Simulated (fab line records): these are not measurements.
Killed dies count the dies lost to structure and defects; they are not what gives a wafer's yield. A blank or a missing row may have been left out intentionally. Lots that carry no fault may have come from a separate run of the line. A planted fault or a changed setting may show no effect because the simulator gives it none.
Comparing a struck lot with a sound one	flow gf180mcu	14 out of 602 route steps
Sound: the wafers L792.2, L792.3, L792.4. Struck: wafer L799.4 (left out: L799.2, L799.5 of the same lot, which were not struck); the cause appears at the end.
Each step with rows lists, per side, the tool, then ch with its chambers, then its first start. Under that, the readings that differ: sound wafers	struck wafers	difference of the means	sigmas: that difference in standard deviations of wafers without a fault.
alike: a reading whose means differ by less than 2 such deviations, as well as words and numbers matching on both sides. not compared: withheld readings; readings where some wafer has no value; bounds like >300 that might hide an equal value; numbers whose values overlap and for which the record gives no deviation.
The two part at a step that has a row with sigmas, a row that says differs or no value, or rows on one side only. Numbers that have no deviation but don't overlap get no sigmas and don't part them. A reading that every wafer of one side lacks parts them only if that side has two wafers or more.

first, 4 steps without rows for these wafers: GF_SAB_SOFTBAKE_05 (time 60 s); GF_SAB_EXPOSE_06 (exposes mask SAB, target cd 420 nm); GF_SAB_PEB_07; GF_SAB_DEVELOP_08 (develop time 60 s).
GF_SAB_CD_MEAS_09: the cd target is 420 nm.
  sound on cdSem-01, day 16 11:30; struck on cdSem-01, day 19 01:06
  alike: cdNm
GF_SAB_OVL_MEAS_10:
  sound on overlay-01, day 16 11:36; struck on overlay-01, day 19 01:12
  alike: SAB_OVL
GF_SAB_ETCH_11: etches SiO2 in C4F8/O2/Ar, target depth 55 nm, time 8.5 s.
  sound on rieDiel-02 ch 0,1,2, day 16 11:38; struck on rieDiel-04 ch 3, day 19 01:14
reading	sound	struck	difference	sigmas
rfHoursCounterH (h)	17 90 34	5	-42	
  alike: oesProductAu
then, 1 step without rows for these wafers: GF_SAB_WET_ETCH_12 (etches SiO2 in dHF, target depth 22 nm, time 440 s).
GF_SAB_STRIP_13: strips in O2/N2.
  sound on plasmaAsher-04 ch 0,1, day 16 11:49; struck on plasmaAsher-03 ch 0, day 19 01:23
reading	sound	struck	difference	sigmas
oesProductAu (a.u.)	0.708 0.706 0.713	0.701	-0.008	-2
  alike: drypumpMotorCurrentA, heaterPowerW, stripTimeToEndpointS
  not compared: rfHoursCounterH
then, 2 steps without rows for these wafers: GF_SALICIDE_CLEAN_00 (cleans in SC1/SC2, time 150 s); GF_SALICIDE_WET_ETCH_01 (etches SiO2 in dHF, target depth 5 nm, time 100 s).
GF_SALICIDE_SPUTTER_02: material Co, target thk 10 nm, time 20 s.
  sound on pvdSputter-04, day 16 12:00; struck on pvdSputter-03, day 19 01:35
  alike: throttleValvePct
GF_SALICIDE_SPUTTER_03: material TiN, target thk 20 nm, time 16.7 s.
  sound on pvdSputter-04, day 16 12:02; struck on pvdSputter-03, day 19 01:37
  alike: throttleValvePct
  not compared: model.TiN_of_SALICIDE_SPUTTER_03.thkNm
GF_SALICIDE_RS_MEAS_04: a four-point-probe measurement.
  sound on filmMetro-04, day 16 12:05; struck on filmMetro-03, day 19 01:39
  alike: SALICIDE_TIN_RS

WHERE THEY PART
At GF_SAB_STRIP_13 and nowhere else, as far as this record goes. Later steps at which nothing parts them and some readings are alike: GF_SALICIDE_SPUTTER_02, GF_SALICIDE_SPUTTER_03, GF_SALICIDE_RS_MEAS_04.

WHY: what had been put in by the simulator
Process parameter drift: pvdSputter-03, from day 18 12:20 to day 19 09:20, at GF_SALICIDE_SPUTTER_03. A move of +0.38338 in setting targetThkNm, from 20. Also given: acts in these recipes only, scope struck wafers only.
